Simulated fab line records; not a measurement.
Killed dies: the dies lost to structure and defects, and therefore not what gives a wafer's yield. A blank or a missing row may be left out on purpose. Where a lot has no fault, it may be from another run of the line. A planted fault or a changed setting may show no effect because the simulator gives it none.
Which tool is to blame?    flow sfq_line    14 lots with 42 wafers sampled at 5 steps, on a route of 325 steps

== WHAT EACH GAUGE READ, for each wafer ==
SFQ_C5_OVL_MEAS_937.
lot   measured      on          C5_OVL (nm)
L480  day 61 11:53  overlay-02  0 -4 3
L481  day 64 16:58  overlay-01  -9 -6 -5
L482  day 65 00:10  overlay-01  0 0 -4
L484  day 65 06:10  overlay-01  -1 -5 -8
L489  day 67 06:32  overlay-01  -13 -9 -11
L490  day 67 12:57  overlay-01  1 6 5
L494  day 68 12:58  overlay-01  -1 -6 -12
L496  day 70 04:01  overlay-01  -1 7 -3
L497  day 70 23:13  overlay-02  -12 -9 -9
L499  day 74 07:51  overlay-02  -8 1 -8
L500  day 74 09:11  overlay-01  -4 0 -9
L501  day 74 23:47  overlay-01  -4 -5 -11
L502  day 75 08:11  overlay-01  -6 -4 -7
L503  day 76 10:35  overlay-01  -15 -18 -12

SFQ_I7_BOW_MEAS_946.
lot   measured      on             I7_BOW (um)
L480  day 68 13:42  film_metro-01  -2 -8 -8
L481  day 68 16:34  film_metro-02  25 28 18
L482  day 69 22:58  film_metro-03  -6 -4 -19
L484  day 73 07:53  film_metro-02  34 12 26
L489  day 75 06:41  film_metro-02  10 9 7
L490  day 75 09:42  film_metro-02  12 17 11
L494  day 76 17:03  film_metro-03  22 17 3
L496  day 77 06:32  film_metro-02  -2 -4 -13
L497  day 77 08:04  film_metro-03  3 -1 23
L499  day 78 22:32  film_metro-01  27 32 18
L500  day 79 02:36  film_metro-03  2 8 8
L501  day 79 17:45  film_metro-02  -22 -7 -5
L502  day 79 20:44  film_metro-01  15 5 0
L503  day 79 20:52  film_metro-02  12 12 7

== EACH LOT AND THE TOOL THAT RAN IT (in order: tool; ch and the chambers of the sampled wafers; start) ==
lot   SFQ_TRILAYER_A5B_CMP_CMP_130   SFQ_TRILAYER_A5B_METRO_MEASURE_131  SFQ_TRILAYER_M7_STRIP_STRIP_181
L480  cmp-01 ch 0,1, day 55 13:25    film_metro-04, day 55 16:25         rie_metal-04 ch 1, day 67 18:50
L481  cmp-01 ch 0,3, day 55 22:55    film_metro-04, day 56 01:25         rie_metal-03 ch 0,1, day 67 23:22
L482  cmp-01 ch 0,1, day 56 01:55    film_metro-04, day 56 04:37         rie_metal-03 ch 0,1, day 69 12:15
L484  cmp-02 ch 1,2,3, day 56 05:31  film_metro-01, day 56 08:01         rie_metal-01 ch 0,1, day 73 02:48
L489  cmp-02 ch 0,2, day 61 17:34    film_metro-01, day 61 20:34         rie_metal-03 ch 0,1, day 75 02:23
L490  cmp-02 ch 2,3, day 61 21:04    film_metro-04, day 61 23:46         rie_metal-04 ch 0,1, day 75 03:35
L494  cmp-02 ch 0,1, day 63 20:34    film_metro-02, day 63 23:58         rie_metal-01 ch 0,1, day 76 13:19
L496  cmp-01 ch 2,3, day 64 17:56    film_metro-01, day 64 20:26         rie_metal-03 ch 0,1, day 76 20:19
L497  cmp-01 ch 0,1,2, day 64 20:26  film_metro-01, day 64 23:26         rie_metal-04 ch 0,1, day 77 01:17
L499  cmp-02 ch 1,2, day 70 01:43    film_metro-04, day 70 04:43         rie_metal-04 ch 0,1, day 78 17:55
L500  cmp-01 ch 0,2, day 70 11:22    film_metro-01, day 70 14:22         rie_metal-01 ch 0,1, day 78 22:43
L501  cmp-01 ch 1,2,3, day 70 20:16  film_metro-04, day 70 23:10         rie_metal-04 ch 0,1, day 79 13:34
L502  cmp-02 ch 1,2,3, day 71 06:11  film_metro-01, day 71 08:23         rie_metal-03 ch 0,1, day 79 14:34
L503  cmp-02 ch 2,3, day 71 12:50    film_metro-01, day 71 15:50         rie_metal-01 ch 0,1, day 79 15:46
- SFQ_TRILAYER_A5B_CMP_CMP_130: polishes, stops on Nb, target thk 340.7 nm.
- SFQ_TRILAYER_A5B_METRO_MEASURE_131
- SFQ_TRILAYER_M7_STRIP_STRIP_181: strips in O2.

== WHAT THE TOOLS THEMSELVES READ (means of the sampled wafers that have a number; where no wafer has one, the mark that the record gives instead) ==
SFQ_TRILAYER_A5B_CMP_CMP_130.
lot   tool    edge_zone_pressure_frac  head_pressure_psi (psi)  motor_current_A (A)
L480  cmp-01  0.996                    2.996                    8.8
L481  cmp-01  0.996                    2.999                    10.1
L482  cmp-01  0.997                    2.999                    9.3
L484  cmp-02  1.002                    2.997                    9.3
L489  cmp-02  -                        -                        -
L490  cmp-02  -                        -                        -
L494  cmp-02  0.996                    3.002                    9.2
L496  cmp-01  1.001                    2.997                    10.3
L497  cmp-01  1.001                    2.998                    9.2
L499  cmp-02  0.999                    2.996                    9.6
L500  cmp-01  0.999                    3.005                    9.7
L501  cmp-01  1.006                    2.999                    9.8
L502  cmp-02  0.995                    3.003                    9.4
L503  cmp-02  1.012                    2.999                    9.0

SFQ_TRILAYER_A5B_METRO_MEASURE_131.
lot   tool           thk_nm (nm)
L480  film_metro-04  337
L481  film_metro-04  348
L482  film_metro-04  348
L484  film_metro-01  341
L489  film_metro-01  601
L490  film_metro-04  613
L494  film_metro-02  337
L496  film_metro-01  331
L497  film_metro-01  342
L499  film_metro-04  336
L500  film_metro-01  334
L501  film_metro-04  339
L502  film_metro-01  332
L503  film_metro-01  327

SFQ_TRILAYER_M7_STRIP_STRIP_181.
lot   tool          drypump_motor_current_A (A)  oes_product_au (a.u.)
L480  rie_metal-04  5.2                          1.003
L481  rie_metal-03  5.2                          1.022
L482  rie_metal-03  5.2                          1.016
L484  rie_metal-01  5.6                          0.986
L489  rie_metal-03  5.2                          0.998
L490  rie_metal-04  5.4                          1.001
L494  rie_metal-01  5.6                          0.982
L496  rie_metal-03  5.2                          1.005
L497  rie_metal-04  5.4                          0.999
L499  rie_metal-04  5.3                          1.009
L500  rie_metal-01  5.5                          0.989
L501  rie_metal-04  5.4                          1.003
L502  rie_metal-03  5.5                          0.990
L503  rie_metal-01  5.6                          0.991

== THE ANSWER, worked out from the rows above alone ==
Rule: the usual values come from the lots themselves. The widest of any qualifying gaps counts: lots, ordered by their means at a reading, are off when they make up no more than a third of the lots, leave a main group of 4 or more, and stand apart from it by 3 or more times the standard deviation of that group's means. If all means in a main group match to the digits the tables above print for the reading, that group is not used. A lot without any number at a reading at which 4 lots or more have one is off too. All remaining lots with rows at the step are treated as sound. Order of review: gauges by route order, followed by the tools' own readings, for which a lot's mean as printed above is used. At the first step where some lot is off, the reading lying furthest off is the one used; lots without a number count as furthest.
Off, at SFQ_TRILAYER_A5B_CMP_CMP_130 on edge_zone_pressure_frac: L489, L490. Without a number there: L489, L490. Main group: mean 1.000, sd 0.0047.
A tool fits if, at that step or a process step before it, it ran every lot that is off, and no sound lot after the first of them. Of those tried, none fits.

== WHAT THE SIMULATOR HAD PUT IN ==
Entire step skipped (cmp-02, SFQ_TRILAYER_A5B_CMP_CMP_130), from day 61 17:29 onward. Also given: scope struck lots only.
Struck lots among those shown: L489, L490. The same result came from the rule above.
